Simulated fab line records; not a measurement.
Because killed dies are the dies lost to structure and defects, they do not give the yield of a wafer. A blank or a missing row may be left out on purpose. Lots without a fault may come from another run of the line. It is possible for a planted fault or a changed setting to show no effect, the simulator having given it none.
fab line records | flow sky130 | part 1 of 2: steps 1 to 28 of 38
[record] lots = 5 wafers = 15 last_day = 49
route steps=708 shown VIA4@659 METAL5@661 PASSIVATION@681 PAD_OPEN@694
lots untouched by any fault: they come from a run of this same line in which no faults occurred
start_h: hours from the record's first day to the start of the lot's first wafer shown | wait_h: hours since the lot's step before | " repeats the value in the row above | L1.1+2: one row covering several wafers at once | - value missing, or start not given | * or withheld: withheld | < > ~ a bound
route shown NAME@n: NAME is a module with steps in the file, n the number in the route of the first one | usual: the fault-free wafers' mean and standard deviation | same: alike in all rows | chamber/n: place in a boat | sites: readings site by site | _std_site: the standard deviation of these | _edge_site: mean of outer sites minus mean of inner sites | radius_mm: how far each site lies from the wafer's centre | mask NAME#n: copy n | behind: tool/chamber where the wafer was last shaped | hold: why the lot went on hold/how many hours it stayed there/how the hold came to an end | device: the transistor (n, p or np) that didn't switch | end of line: the tests these same wafers got at the end of their route | for a step that has no rows: nothing shown but its recipe | killed: dies lost to structure and defects at the first sort, not the wafer's yield | map: dies across one wafer; x = killed, . = not, _ = none there
set.NAME: the setting as run; set.NAME@STEP: as run at that earlier step | model.NAME: the simulator's own value behind a step, which no gauge read
certain route steps with their lots: each step a table, each wafer a row
services: a tool's chamber out of use, with start hour (start_h, from the record's first day; less than 0 if before it), hours out, and reason
[[steps]]
[step SKY_VIA4_THK_MEAS_20]
[recipe] thk_meas_gauge = xrf reads = W_of_VIA4_CVD_18
[usual] VIA4_W_THK = 532/7.7
// columns lot.wafer tool chamber start_h wait_h VIA4_W_THK[nm]
L075.1 film_metro-01 - 1005.70 0.1 528
L075.4 " - " " 536
L075.5 " - " " 530
L077.1 film_metro-02 - 1028.51 0.1 532
L077.4 " - " " 537
L077.6 " - " " 533
L080.1 film_metro-02 - 1051.62 0.1 537
L080.2 " - " " 543
L080.6 " - " " 535
L086.3 film_metro-02 - 1082.38 0.1 538
L086.4 " - " " 539
L086.6 " - " " 538
L091.1 film_metro-04 - 1113.21 0.1 531
L091.2 " - " " 535
L091.5 " - " " 526
[step SKY_VIA4_CMP_21]
[recipe] stop_on = SiO2 t_overpolish_s = 25 down_force_psi = 3.5 platen_rpm = 60 target_thk_nm = 0 pad_velocity_m_s = 0.94248
[usual] motor_current_A = 11.9/1.3 overpolish_run_s = 25.000/0.0084 retaining_ring_pressure_frac = 1.000/0.0054 time_to_endpoint_s = 127/4.7
// columns lot.wafer tool chamber start_h wait_h motor_current_A overpolish_run_s retaining_ring_pressure_frac time_to_endpoint_s
L075.4 cmp-01 2 1005.81 0.1 11.6 25.004 1.004 127
L075.1 " 0 " " 13.2 24.992 0.988 133
L075.5 " 2 " " 11.7 24.999 1.000 122
L077.1 cmp-01 3 1028.76 0.2 10.4 25.007 0.993 127
L077.4 " 0 " " 12.7 25.009 1.007 133
L077.6 " 2 " " 11.6 25.002 1.004 126
L080.2 cmp-02 3 1051.73 0.1 12.8 24.987 1.010 128
L080.1 " 1 " " 10.7 24.991 1.000 128
L080.6 " 2 " " 11.8 25.003 0.985 130
L086.4 cmp-01 2 1082.42 0.0 11.8 24.988 0.993 126
L086.3 " 1 " " 14.3 24.993 0.995 128
L086.6 " 2 " " 12.1 25.001 1.000 124
L091.2 cmp-01 3 1113.27 0.0 9.5 25.000 1.000 128
L091.1 " 1 " " 14.0 25.004 1.000 123
L091.5 " 3 " " 9.7 24.998 0.990 122
[step SKY_METAL5_SPUTTER_00]
[recipe] material = Ti target_thk_nm = 15 power_w = 3000 time_s = 10 chamber_pressure_pa = 0.4
[usual] throttle_valve_pct = 29.9/1.3
// columns lot.wafer tool chamber start_h wait_h throttle_valve_pct
L075.1 pvd_sputter-02 - 1006.06 0.1 29.6
L075.4 " - " " 31.3
L075.5 " - " " 31.4
L077.1 pvd_sputter-03 - 1029.01 0.2 30.3
L077.4 " - " " 29.5
L077.6 " - " " 30.2
L080.1 pvd_sputter-01 - 1051.98 0.1 30.6
L080.2 " - " " 30.4
L080.6 " - " " 30.7
L086.3 pvd_sputter-02 - 1082.72 0.1 30.2
L086.4 " - " " 28.0
L086.6 " - " " 27.6
L091.1 pvd_sputter-03 - 1113.57 0.1 29.5
L091.2 " - " " 27.5
L091.5 " - " " 27.2
[step SKY_METAL5_SPUTTER_01]
[recipe] material = TiN target_thk_nm = 20 power_w = 6500 time_s = 16.7 chamber_pressure_pa = 0.4
[usual] throttle_valve_pct = 30.0/1.3
// columns lot.wafer tool chamber start_h wait_h throttle_valve_pct
L075.1 pvd_sputter-02 - 1006.08 0.0 29.6
L075.4 " - " " 31.3
L075.5 " - " " 31.4
L077.1 pvd_sputter-03 - 1029.03 0.0 30.4
L077.4 " - " " 29.3
L077.6 " - " " 30.2
L080.1 pvd_sputter-01 - 1052.00 0.0 30.4
L080.2 " - " " 30.4
L080.6 " - " " 30.3
L086.3 pvd_sputter-02 - 1082.75 0.0 30.3
L086.4 " - " " 27.8
L086.6 " - " " 28.0
L091.1 pvd_sputter-03 - 1113.59 0.0 29.4
L091.2 " - " " 27.0
L091.5 " - " " 27.3
[step SKY_METAL5_SPUTTER_02]
[recipe] material = AlCu target_thk_nm = 1150 power_w = 10600 time_s = 61.2 chamber_pressure_pa = 0.4
[usual] throttle_valve_pct = 30.0/1.3
// columns lot.wafer tool chamber start_h wait_h throttle_valve_pct
L075.1 pvd_sputter-02 - 1006.11 0.0 29.6
L075.4 " - " " 31.5
L075.5 " - " " 31.3
L077.1 pvd_sputter-03 - 1029.06 0.0 30.1
L077.4 " - " " 29.2
L077.6 " - " " 30.4
L080.1 pvd_sputter-01 - 1052.03 0.0 30.4
L080.2 " - " " 30.4
L080.6 " - " " 30.7
L086.3 pvd_sputter-02 - 1082.77 0.0 30.2
L086.4 " - " " 27.9
L086.6 " - " " 28.3
L091.1 pvd_sputter-03 - 1113.62 0.0 29.3
L091.2 " - " " 27.5
L091.5 " - " " 27.3
[step SKY_METAL5_SPUTTER_03]
[recipe] material = Ti target_thk_nm = 5 power_w = 3000 time_s = 3.3 chamber_pressure_pa = 0.4
[usual] throttle_valve_pct = 30.0/1.3
// columns lot.wafer tool chamber start_h wait_h throttle_valve_pct
L075.1 pvd_sputter-02 - 1006.16 0.0 29.8
L075.4 " - " " 31.3
L075.5 " - " " 31.6
L077.1 pvd_sputter-03 - 1029.11 0.0 30.1
L077.4 " - " " 29.2
L077.6 " - " " 30.2
L080.1 pvd_sputter-01 - 1052.08 0.0 30.4
L080.2 " - " " 30.3
L080.6 " - " " 30.4
L086.3 pvd_sputter-02 - 1082.82 0.0 30.1
L086.4 " - " " 27.7
L086.6 " - " " 27.7
L091.1 pvd_sputter-03 - 1113.67 0.0 29.4
L091.2 " - " " 27.4
L091.5 " - " " 27.3
[step SKY_METAL5_SPUTTER_04]
[recipe] material = TiN target_thk_nm = 70 power_w = 6500 time_s = 58.3 chamber_pressure_pa = 0.4
[usual] throttle_valve_pct = 30.0/1.3
// columns lot.wafer tool chamber start_h wait_h throttle_valve_pct
L075.1 pvd_sputter-02 - 1006.18 0.0 29.7
L075.4 " - " " 31.3
L075.5 " - " " 31.4
L077.1 pvd_sputter-03 - 1029.13 0.0 30.1
L077.4 " - " " 29.3
L077.6 " - " " 30.1
L080.1 pvd_sputter-01 - 1052.10 0.0 30.5
L080.2 " - " " 30.5
L080.6 " - " " 30.7
L086.3 pvd_sputter-02 - 1082.84 0.0 30.3
L086.4 " - " " 28.0
L086.6 " - " " 27.6
L091.1 pvd_sputter-03 - 1113.69 0.0 29.3
L091.2 " - " " 27.3
L091.5 " - " " 27.4
[step SKY_METAL5_RS_MEAS_05]
[recipe] thk_meas_gauge = four-point-probe reads = TiN_of_METAL5_SPUTTER_04+Ti_of_METAL5_SPUTTER_03+AlCu_of_METAL5_SPUTTER_02+TiN_of_METAL5_SPUTTER_01+Ti_of_METAL5_SPUTTER_00
[usual] METAL5_ALCU_RS = 0.0272/0.00035
// columns lot.wafer tool chamber start_h wait_h METAL5_ALCU_RS[ohm/sq]
L075.1 film_metro-03 - 1006.23 0.0 0.0278
L075.4 " - " " 0.0274
L075.5 " - " " 0.0275
L077.1 film_metro-03 - 1029.18 0.0 0.0273
L077.4 " - " " 0.0273
L077.6 " - " " 0.0273
L080.1 film_metro-02 - 1052.15 0.0 0.0272
L080.2 " - " " 0.0271
L080.6 " - " " 0.0272
L086.3 film_metro-02 - 1082.93 0.1 0.0271
L086.4 " - " " 0.0278
L086.6 " - " " 0.0277
L091.1 film_metro-03 - 1113.74 0.0 0.0271
L091.2 " - " " 0.0271
L091.5 " - " " 0.0272
[step SKY_METAL5_THK_MEAS_06]
[recipe] thk_meas_gauge = xrf reads = AlCu_of_METAL5_SPUTTER_02
[usual] METAL5_ALCU_THK = 1137/16
// columns lot.wafer tool chamber start_h wait_h METAL5_ALCU_THK[nm]
L075.1 film_metro-03 - 1006.35 0.1 1116
L075.4 " - " " 1133
L075.5 " - " " 1125
L077.1 film_metro-03 - 1029.30 0.1 1133
L077.4 " - " " 1124
L077.6 " - " " 1126
L080.1 film_metro-02 - 1052.27 0.1 1145
L080.2 " - " " 1143
L080.6 " - " " 1138
L086.3 film_metro-02 - 1083.03 0.1 1155
L086.4 " - " " 1121
L086.6 " - " " 1129
L091.1 film_metro-03 - 1113.86 0.1 1126
L091.2 " - " " 1140
L091.5 " - " " 1122
[step SKY_METAL5_DEHYDRATE_07]
[recipe] temp_c = 200 time_s = 60
// columns lot.wafer tool chamber start_h wait_h
L075.1+4+5 litho_track-01 0 1017.57 11.2
L077.1+4+6 litho_track-04 0 1039.48 10.2
L080.1+2+6 litho_track-03 0 1062.47 10.2
L086.3+4+6 litho_track-01 0 1092.82 9.8
L091.1+2+5 litho_track-04 0 1122.48 8.6
[step SKY_METAL5_HMDS_08]
[recipe] prime_time_s = 60 prime_temp_c = 120
[usual] prime_temp_c = 119.99/0.13
// columns lot.wafer tool chamber start_h wait_h prime_temp_c
L075.1 litho_track-01 0 1017.72 0.1 119.94
L075.4 " 0 " " 119.94
L075.5 " 0 " " 119.95
L077.1 litho_track-04 0 1039.63 0.1 120.00
L077.4 " 0 " " 119.99
L077.6 " 0 " " 120.03
L080.1 litho_track-03 0 1062.62 0.1 119.91
L080.2 " 0 " " 120.01
L080.6 " 0 " " 119.93
L086.3 litho_track-01 0 1092.97 0.1 119.67
L086.4 " 0 " " 119.90
L086.6 " 0 " " 119.88
L091.1 litho_track-04 0 1122.63 0.1 120.01
L091.2 " 0 " " 119.96
L091.5 " 0 " " 119.83
[step SKY_METAL5_COAT_09]
[recipe] resist = NOVOLAK spin_rpm = 3000 resist_thk_nm = 1800
[usual] spin_speed_rpm = 3000.1/2.1
// columns lot.wafer tool chamber start_h wait_h spin_speed_rpm
L075.1 litho_track-01 0 1017.87 0.1 3003.8
L075.4 " 0 " " 2996.4
L075.5 " 0 " " 2999.9
L077.1 litho_track-04 0 1039.78 0.1 2999.9
L077.4 " 0 " " 3002.0
L077.6 " 0 " " 3003.1
L080.1 litho_track-03 0 1062.77 0.1 2998.0
L080.2 " 0 " " 2997.7
L080.6 " 0 " " 2997.6
L086.3 litho_track-01 0 1093.12 0.1 3001.5
L086.4 " 0 " " 3001.1
L086.6 " 0 " " 3000.3
L091.1 litho_track-04 0 1122.78 0.1 3001.7
L091.2 " 0 " " 3000.8
L091.5 " 0 " " 3001.9
[step SKY_METAL5_SOFTBAKE_10]
[recipe] temp_c = 90 time_s = 60 resist = NOVOLAK
// columns lot.wafer tool chamber start_h wait_h
L075.1+4+5 litho_track-01 0 1018.02 0.1
L077.1+4+6 litho_track-04 0 1039.93 0.1
L080.1+2+6 litho_track-03 0 1062.92 0.1
L086.3+4+6 litho_track-01 0 1093.27 0.1
L091.1+2+5 litho_track-04 0 1122.93 0.1
[step SKY_METAL5_EXPOSE_11]
[recipe] mask_id = MM5 na = 0.6 source_shape = conventional sigma_outer = 0.6 polarization = unpolarized target_cd_nm = 1600 dose_mj = 190
// columns lot.wafer tool chamber start_h wait_h mask
L075.1+4+5 iline_stepper-01 0 - - MM5#0
L077.1+4+6 iline_stepper-01 0 - - MM5#0
L080.1+2+6 iline_stepper-01 0 - - MM5#0
L086.3+4+6 iline_stepper-01 0 - - MM5#0
L091.1+2+5 iline_stepper-01 0 - - MM5#0
[step SKY_METAL5_PEB_12]
[recipe] temp_c = withheld time_s = * resist = NOVOLAK
// columns lot.wafer tool chamber start_h wait_h
L075.1+4+5 litho_track-01 0 - -
L077.1+4+6 litho_track-01 0 - -
L080.1+2+6 litho_track-03 0 - -
L086.3+4+6 litho_track-04 0 - -
L091.1+2+5 litho_track-03 0 - -
[step SKY_METAL5_DEVELOP_13]
[recipe] resist = NOVOLAK developer = TMAH develop_time_s = 60 dev_temp_c = 23
[same] develop_time_s = 60
// columns lot.wafer tool chamber start_h wait_h
L075.1+4+5 litho_track-01 0 1028.77 0.1
L077.1+4+6 litho_track-01 0 1050.87 0.1
L080.1+2+6 litho_track-03 0 1073.22 0.1
L086.3+4+6 litho_track-04 0 1103.13 0.1
L091.1+2+5 litho_track-03 0 1132.87 0.1
[step SKY_METAL5_DESCUM_14]
[recipe] chemistry = O2 source_power_w = 150 bias_power_w = 0 pressure_mtorr = 10 temp_c = 40 time_s = 11
[usual] drypump_motor_current_A = 5.4/0.32 oes_product_au = 0.999/0.0082
// columns lot.wafer tool chamber start_h wait_h drypump_motor_current_A oes_product_au rf_hours_counter_h
L075.1 rie_metal-03 0 1028.92 0.1 5.6 0.998 12
L075.4 " 0 " " 5.6 1.004 -
L075.5 " 1 " " 4.9 1.005 -
L077.1 rie_metal-04 0 1051.02 0.1 5.7 1.009 4
L077.4 " 1 " " 5.5 1.002 -
L077.6 " 0 " " 5.7 1.009 -
L080.1 rie_metal-04 0 1073.37 0.1 5.7 0.997 5
L080.2 " 1 " " 5.5 0.982 17
L080.6 " 0 " " 5.7 0.991 -
L086.3 rie_metal-02 0 1103.24 0.1 5.1 0.987 -
L086.4 " 1 " " 5.8 0.982 -
L086.6 " 1 " " 5.8 0.980 -
L091.1 rie_metal-04 1 1133.02 0.1 5.5 0.997 20
L091.2 " 0 " " 5.7 0.997 11
L091.5 " 0 " " 5.7 0.996 -
[step SKY_METAL5_METAL_ETCH_15]
[recipe] target_depth_a = 12600 stop_on = SiO2 over_etch_frac = 0.2 time_s = 252 chemistry = Cl2/BCl3 resist_sidewall_deg = 86 pressure_mtorr = 10 icp_w = 873 bias_w = 48.5 Cl2_flow_sccm = 60 bcl3_flow_sccm = 30
[usual] drypump_motor_current_A = 5.4/0.32 oes_product_au = 0.894/0.0048 throttle_valve_pct = 22.265/0.0099
// columns lot.wafer tool chamber start_h wait_h drypump_motor_current_A oes_product_au rf_hours_counter_h throttle_valve_pct
L075.1 rie_metal-03 0 1028.95 0.0 5.6 0.889 12 22.269
L075.4 " 0 " " 5.5 0.899 - 22.270
L075.5 " 1 " " 4.9 0.904 - 22.274
L077.1 rie_metal-04 0 1051.05 0.0 5.7 0.893 4 22.277
L077.4 " 1 " " 5.5 0.893 - 22.271
L077.6 " 0 " " 5.7 0.894 - 22.269
L080.1 rie_metal-04 0 1073.41 0.0 5.7 0.894 5 22.256
L080.2 " 1 " " 5.5 0.892 17 22.259
L080.6 " 0 " " 5.7 0.900 - 22.258
L086.3 rie_metal-02 0 1103.34 0.1 5.1 0.897 - 22.256
L086.4 " 1 " " 5.7 0.897 - 22.263
L086.6 " 1 " " 5.8 0.891 - 22.272
L091.1 rie_metal-04 1 1133.06 0.0 5.5 0.890 20 22.271
L091.2 " 0 " " 5.7 0.901 11 22.271
L091.5 " 0 " " 5.7 0.897 - 22.285
[step SKY_METAL5_STRIP_16]
[recipe] chemistry = O2/N2 power_w = 1400 pressure_mtorr = 1500 platen_temp_c = withheld o2_flow_sccm = 3000 n2_flow_sccm = 300 overash_fraction = 0.5
[usual] drypump_motor_current_A = 5.8/0.36 oes_product_au = 0.710/0.0046 strip_time_to_endpoint_s = 13.27/0.1
[same] overash_fraction = 0.5
// columns lot.wafer tool chamber start_h wait_h drypump_motor_current_A oes_product_au rf_hours_counter_h strip_time_to_endpoint_s
L075.1 plasma_asher-03 1 1029.19 0.2 5.4 0.708 29 13.29
L075.4 " 1 " " 5.4 0.708 - 13.27
L075.5 " 0 " " 6.3 0.710 - 13.05
L077.1 plasma_asher-04 0 1051.29 0.2 5.4 0.712 68 13.23
L077.4 " 1 " " 5.8 0.715 - 13.33
L077.6 " 1 " " 5.8 0.712 - 13.14
L080.1 plasma_asher-04 0 1073.64 0.2 5.4 0.707 70 13.30
L080.2 " 1 " " 5.8 0.712 70 13.37
L080.6 " 0 " " 5.4 0.722 - 13.24
L086.3 plasma_asher-04 0 1103.53 0.1 5.5 0.714 - 13.26
L086.4 " 1 " " 5.8 0.710 - 13.47
L086.6 " 1 " " 5.8 0.717 - 13.49
L091.1 plasma_asher-02 0 1133.29 0.2 6.4 0.705 7 13.27
L091.2 " 1 " " 5.7 0.708 7 13.22
L091.5 " 1 " " 5.8 0.711 - 13.22
[step SKY_METAL5_STRIP_17]
[recipe] chemistry = post_etch_residue_remover time_s = 1200 temp_c = 72.5
// columns lot.wafer tool chamber start_h wait_h
L075.1+4+5 wet_bench-04 1 1029.29 0.1
L077.1+4+6 wet_bench-04 1 1051.42 0.1
L080.1+2+6 wet_bench-03 3 1073.74 0.1
L086.3+4+6 wet_bench-03 3 1103.60 0.0
L091.1+2+5 wet_bench-03 1 1133.39 0.1
[step SKY_METAL5_CLEAN_18]
[recipe] chemistry = IPA time_s = 180 temp_c = 25
// columns lot.wafer tool chamber start_h wait_h
L075.1+4+5 wet_bench-03 1 1029.66 0.0
L077.1+4+6 wet_bench-01 1 1051.76 0.0
L080.1+2+6 wet_bench-04 2 1074.08 0.0
L086.3+4+6 wet_bench-03 1 1103.94 0.0
L091.1+2+5 wet_bench-03 3 1133.74 0.0
[step SKY_METAL5_CLEAN_19]
[recipe] chemistry = O3/DIW dry = n2_spin
// columns lot.wafer tool chamber start_h wait_h
L075.1+4+5 wet_bench-01 1 1029.72 0.0
L077.1+4+6 wet_bench-04 2 1051.82 0.0
L080.1+2+6 wet_bench-03 2 1074.14 0.0
L086.3+4+6 wet_bench-01 1 1104.00 0.0
L091.1+2+5 wet_bench-03 0 1133.79 0.0
[step SKY_PASSIVATION_CVD_00]
[recipe] material = SiO2 target_thk_nm = 90 temp_c = 400 time_s = withheld rf_w = 600
[usual] heater_power_w = 738/120
// columns lot.wafer tool chamber start_h wait_h heater_power_w
L075.1 pecvd-04 2 1029.82 0.0 924
L075.4 " 2 " " 919
L075.5 " 0 " " 878
L077.1 pecvd-03 0 1051.91 0.0 571
L077.4 " 0 " " 572
L077.6 " 2 " " 674
L080.1 pecvd-03 1 1074.23 0.0 935
L080.2 " 2 " " 603
L080.6 " 1 " " 797
L086.3 pecvd-03 1 1104.10 0.0 942
L086.4 " 0 " " 649
L086.6 " 1 " " 952
L091.1 pecvd-02 2 1133.89 0.0 596
L091.2 " 0 " " 614
L091.5 " 2 " " 611
[step SKY_PASSIVATION_THK_MEAS_01]
[recipe] reads = SiO2_of_PASSIVATION_CVD_00
[usual] PASSIVATION_CVD_00_THK = 89.9/1.3
// columns lot.wafer tool chamber start_h wait_h PASSIVATION_CVD_00_THK[nm]
L075.1 film_metro-04 - 1029.84 - 87.5
L075.4 " - " " 89.2
L075.5 " - " " 89.9
L077.1 film_metro-04 - 1051.94 - 89.7
L077.4 " - " " 91.5
L077.6 " - " " 92.9
L080.1 film_metro-04 - 1074.27 - 90.6
L080.2 " - " " 90.3
L080.6 " - " " 89.9
L086.3 film_metro-01 - 1104.14 - 89.2
L086.4 " - " " 89.7
L086.6 " - " " 90.4
L091.1 film_metro-03 - 1133.91 - 88.8
L091.2 " - " " 89.9
L091.5 " - " " 90.0
[step SKY_PASSIVATION_CVD_02]
[recipe] material = Si3N4 target_thk_nm = 540 temp_c = 400 time_s = withheld rf_w = 450
[usual] heater_power_w = 774/120
// columns lot.wafer tool chamber start_h wait_h heater_power_w
L075.1 pecvd-03 1 1029.90 0.1 978
L075.4 " 2 " " 806
L075.5 " 1 " " 824
L077.1 pecvd-02 0 1052.00 0.1 685
L077.4 " 0 " " 731
L077.6 " 1 " " 794
L080.1 pecvd-04 0 1074.33 0.1 867
L080.2 " 1 " " 664
L080.6 " 0 " " 923
L086.3 pecvd-04 1 1104.18 0.0 728
L086.4 " 0 " " 981
L086.6 " 2 " " 892
L091.1 pecvd-04 1 1133.97 0.1 729
L091.2 " 2 " " 942
L091.5 " 1 " " 775
[step SKY_PASSIVATION_THK_MEAS_03]
[recipe] reads = Si3N4_of_PASSIVATION_CVD_02
[usual] PASSIVATION_CVD_02_THK = 541/6.8
// columns lot.wafer tool chamber start_h wait_h PASSIVATION_CVD_02_THK[nm]
L075.1 film_metro-04 - 1030.24 - 543
L075.4 " - " " 546
L075.5 " - " " 555
L077.1 film_metro-04 - 1052.22 - 539
L077.4 " - " " 548
L077.6 " - " " 547
L080.1 film_metro-04 - 1074.67 - 536
L080.2 " - " " 534
L080.6 " - " " 547
L086.3 film_metro-04 - 1104.42 - 535
L086.4 " - " " 544
L086.6 " - " " 545
L091.1 film_metro-04 - 1134.31 - 528
L091.2 " - " " 531
L091.5 " - " " 538
[step SKY_PASSIVATION_DEHYDRATE_04]
[recipe] temp_c = 200 time_s = 60
// columns lot.wafer tool chamber start_h wait_h
L075.1+4+5 litho_track-03 0 1040.82 10.6
L077.1+4+6 litho_track-02 0 1062.43 10.2
L080.1+2+6 litho_track-02 0 1084.38 9.7
L086.3+4+6 litho_track-01 0 1113.77 9.3
L091.1+2+5 litho_track-02 0 1142.68 8.4
[step SKY_PASSIVATION_HMDS_05]
[recipe] prime_time_s = 60 prime_temp_c = 120
[usual] prime_temp_c = 119.96/0.13
// columns lot.wafer tool chamber start_h wait_h prime_temp_c
L075.1 litho_track-03 0 1040.97 0.1 119.94
L075.4 " 0 " " 119.74
L075.5 " 0 " " 120.12
L077.1 litho_track-02 0 1062.58 0.1 119.87
L077.4 " 0 " " 119.76
L077.6 " 0 " " 119.81
L080.1 litho_track-02 0 1084.53 0.1 120.17
L080.2 " 0 " " 119.99
L080.6 " 0 " " 119.87
L086.3 litho_track-01 0 1113.92 0.1 119.79
L086.4 " 0 " " 120.07
L086.6 " 0 " " 119.83
L091.1 litho_track-02 0 1142.83 0.1 119.79
L091.2 " 0 " " 119.94
L091.5 " 0 " " 119.89
